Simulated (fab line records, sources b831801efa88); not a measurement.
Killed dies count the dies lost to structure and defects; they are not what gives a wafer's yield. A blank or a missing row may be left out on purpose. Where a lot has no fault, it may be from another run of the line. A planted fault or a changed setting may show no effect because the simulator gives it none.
What tool caused it?    flow sky130    72 wafers from 24 lots sampled at 4 of the route's 708 steps

== WHAT THE GAUGES SHOWED, per wafer ==
SKY_PWDE_TW_MEAS_10. Usual: for PWDE_TW the level is 373.7 and the standard deviation is 2.7.
lot   measured     on             PWDE_TW            flag
L074  day 4 01:22  film_metro-02  376.7 376.4 375.2  
L075  day 4 05:47  film_metro-01  372.2 372.1 374.6  
L076  day 4 11:05  film_metro-02  375.6 374.8 376.7  
L077  day 4 19:00  film_metro-02  375.7 376.0 376.6  
L078  day 5 01:47  film_metro-01  371.5 373.3 372.8  
L079  day 5 05:01  film_metro-02  374.5 375.8 373.8  
L080  day 5 08:19  film_metro-01  376.3 373.5 373.2  
L081  day 5 16:20  film_metro-02  373.2 373.6 373.4  
L082  day 5 23:17  film_metro-03  374.7 374.0 373.2  
L083  day 6 03:06  film_metro-03  371.0 369.8 372.4  
L084  day 6 07:28  film_metro-01  369.3 368.4 370.5  
L085  day 6 14:43  film_metro-03  369.0 369.7 371.4  
L086  day 6 19:49  film_metro-01  369.8 374.0 370.1  
L087  day 6 22:44  film_metro-02  375.6 377.4 375.3  
L088  day 7 07:58  film_metro-01  371.7 369.0 369.3  
L089  day 7 14:25  film_metro-02  375.6 374.3 375.6  
L090  day 7 20:44  film_metro-02  377.3 377.2 376.3  
L091  day 8 01:07  film_metro-01  372.7 371.7 369.9  
L092  day 8 02:46  film_metro-03  373.8 376.5 375.9  
L093  day 8 09:01  film_metro-02  376.3 378.3 375.5  
L094  day 8 17:23  film_metro-01  371.8 371.2 372.9  
L095  day 9 01:57  film_metro-01  370.6 370.0 370.2  
L096  day 9 03:01  film_metro-03  377.5 375.9 377.4  
L097  day 9 05:59  film_metro-03  376.9 377.5 376.5  

SKY_NWELL_OVL_MEAS_10. Usual: for NWELL_00_OVL the level is -0.9 nm and the standard deviation is 1.4.
lot   measured      on          NWELL_00_OVL (nm)  flag
L074  day 4 19:58   overlay-01  0.3 -0.9 0.8       
L075  day 4 23:33   overlay-01  -0.1 -1.3 -2.4     
L076  day 5 05:21   overlay-02  -1.8 -1.7 -3.4     
L077  day 5 13:30   overlay-02  0.2 0.6 -0.2       
L078  day 5 20:34   overlay-01  -0.9 -2.5 -2.6     
L079  day 6 00:01   overlay-01  0.0 -0.2 0.8       
L080  day 6 03:46   overlay-02  -3.4 -3.5 -1.6     
L081  day 6 11:07   overlay-02  0.8 1.0 1.7        
L082  day 6 18:06   overlay-01  -1.3 -2.7 -0.7     
L083  day 6 22:22   overlay-02  -1.9 -1.2 -0.5     
L084  day 7 02:40   overlay-02  -0.1 -1.7 -1.8     
L085  day 7 09:39   overlay-02  -0.7 -0.2 0.0      
L086  day 7 15:01   overlay-01  0.3 0.5 0.2        
L087  day 7 17:57   overlay-02  -0.6 -1.0 0.0      
L088  day 8 04:28   overlay-02  -0.4 -1.6 -1.3     
L089  day 8 10:25   overlay-02  -1.7 -2.7 -1.5     
L090  day 8 17:48   overlay-01  1.6 1.6 1.4        
L091  day 8 22:00   overlay-02  -2.0 -2.1 -1.8     
L092  day 9 00:02   overlay-02  -3.4 -1.9 -3.7     
L093  day 9 05:54   overlay-01  -0.5 -0.3 1.3      
L094  day 9 15:25   overlay-02  -1.4 -1.8 -1.7     
L095  day 9 23:34   overlay-02  -4.0 -1.8 -2.2     
L096  day 10 00:40  overlay-02  -1.5 -0.5 0.5      
L097  day 10 04:04  overlay-01  0.5 0.1 0.2        

SKY_RES_PROTECT_TW_MEAS_08. Usual: for POLY_GATE_TW the level is 4026 and the standard deviation is 43.
lot   measured      on             POLY_GATE_TW    flag
L074  day 15 13:47  film_metro-04  4079 4044 4045  
L075  day 15 23:25  film_metro-01  3962 3963 3957  
L076  day 16 07:06  film_metro-02  4062 4060 4032  
L077  day 16 14:54  film_metro-02  4031 4031 4038  
L078  day 17 03:13  film_metro-02  4051 4054 4067  
L079  day 17 07:48  film_metro-01  3974 3965 3977  
L080  day 17 15:38  film_metro-02  4077 4089 4071  
L081  day 18 06:23  film_metro-01  3966 3953 3963  
L082  day 18 13:48  film_metro-04  4013 4034 4016  
L083  day 18 18:02  film_metro-02  4063 4073 4078  
L084  day 19 03:04  film_metro-01  3979 3974 3997  
L085  day 19 15:18  film_metro-02  4066 4058 4059  
L086  day 19 20:19  film_metro-04  4065 4072 4066  
L087  day 20 07:13  film_metro-04  4032 4046 4026  
L088  day 20 18:22  film_metro-04  4018 4039 4031  
L089  day 21 02:23  film_metro-02  4080 4075 4084  
L090  day 21 17:50  film_metro-02  4073 4085 4076  
L091  day 21 17:58  film_metro-01  3997 4002 4000  
L092  day 21 21:59  film_metro-01  4018 4019 4012  
L093  day 22 04:00  film_metro-01  3949 3964 3948  
L094  day 22 20:34  film_metro-01  3964 3989 3964  
L095  day 23 06:12  film_metro-01  3991 3985 3995  
L096  day 23 08:55  film_metro-02  4059 4071 4066  
L097  day 23 11:46  film_metro-04  4073 4071 4036  

== WHICH TOOL RAN EACH LOT (tool, then ch and the chambers of the sampled wafers, then the start) ==
lot   SKY_VT_ADJUST_HVTR_STRIP_10
L074  plasma_asher-01 ch 0, day 9 21:37
L075  plasma_asher-04 ch 0,1, day 10 02:24
L076  plasma_asher-04 ch 0,1, day 10 09:55
L077  plasma_asher-04 ch 0,1, day 10 17:57
L078  plasma_asher-01 ch 0, day 11 02:31
L079  plasma_asher-01 ch 0,1, day 11 07:08
L080  plasma_asher-01 ch 0,1, day 11 12:25
L081  plasma_asher-04 ch 0,1, day 11 21:44
L082  plasma_asher-04 ch 0,1, day 12 06:09
L083  plasma_asher-02 ch 0,1, day 12 12:58
L084  plasma_asher-04 ch 0,1, day 12 17:16
L085  plasma_asher-04 ch 0,1, day 13 02:19
L086  plasma_asher-04 ch 0,1, day 13 07:43
L087  plasma_asher-04 ch 0,1, day 13 13:37
L088  plasma_asher-04 ch 0,1, day 14 02:32
L089  plasma_asher-01 ch 0,1, day 14 08:48
L090  plasma_asher-02 ch 0,1, day 14 18:42
L091  plasma_asher-04 ch 0,1, day 14 23:21
L092  plasma_asher-01 ch 0,1, day 15 01:55
L093  plasma_asher-02 ch 0,1, day 15 09:46
L094  plasma_asher-04 ch 0,1, day 15 21:52
L095  plasma_asher-04 ch 0, day 16 09:28
L096  plasma_asher-02 ch 0,1, day 16 10:32
L097  plasma_asher-04 ch 0,1, day 16 13:40
- SKY_VT_ADJUST_HVTR_STRIP_10: strips in O2/N2.

== AS READ BY THE TOOLS THEMSELVES (means over the sampled wafers that have a number; for cases with no such wafer, the mark the record gives instead) ==
SKY_VT_ADJUST_HVTR_STRIP_10. Usual: drypump_motor_current_A 5.8 A, standard deviation 0.36; oes_product_au 0.723 a.u., standard deviation 0.0048; strip_time_to_endpoint_s 13.97 s, standard deviation 0.039.
lot   tool             drypump_motor_current_A (A)  oes_product_au (a.u.)  strip_time_to_endpoint_s (s)  flag
L074  plasma_asher-01  5.2                          0.724                  13.95                         
L075  plasma_asher-04  5.8                          0.725                  13.94                         
L076  plasma_asher-04  6.1                          0.719                  14.01                         
L077  plasma_asher-04  6.0                          0.726                  13.98                         
L078  plasma_asher-01  5.2                          0.722                  14.04                         
L079  plasma_asher-01  5.6                          0.721                  13.94                         
L080  plasma_asher-01  5.6                          0.724                  13.99                         
L081  plasma_asher-04  6.0                          0.723                  13.95                         
L082  plasma_asher-04  6.0                          0.727                  13.98                         
L083  plasma_asher-02  5.8                          0.721                  13.96                         
L084  plasma_asher-04  5.8                          0.718                  13.97                         
L085  plasma_asher-04  6.1                          0.725                  13.92                         
L086  plasma_asher-04  5.8                          0.722                  13.92                         
L087  plasma_asher-04  5.8                          0.726                  13.96                         
L088  plasma_asher-04  6.1                          0.720                  14.00                         
L089  plasma_asher-01  5.6                          0.720                  14.02                         
L090  plasma_asher-02  5.8                          0.721                  13.99                         
L091  plasma_asher-04  6.0                          0.720                  13.97                         
L092  plasma_asher-01  5.6                          0.721                  13.99                         
L093  plasma_asher-02  5.8                          0.723                  13.95                         
L094  plasma_asher-04  5.8                          0.727                  14.03                         
L095  plasma_asher-04  5.6                          0.720                  14.01                         
L096  plasma_asher-02  5.9                          0.721                  13.96                         
L097  plasma_asher-04  6.1                          0.721                  13.91                         

== THE ANSWER, worked out from the rows above alone ==
Rule: take the mean of a lot's wafers that have a number; if it is more than 3 standard deviations from the usual mean, the lot is off. A lot without any number at a reading at which 4 lots or more have one is off too. Where the step has rows for the other lots, those lots are counted as sound. First the gauges in route order, then the tools' own readings, where a lot's mean is used as printed above. The first step at which some lot is off is used, and at that step the reading that is off furthest; a lot without a number counts as furthest.
Nothing can be told from this: no lot is off at any reading shown.

== WHAT THE SIMULATOR PUT IN ==
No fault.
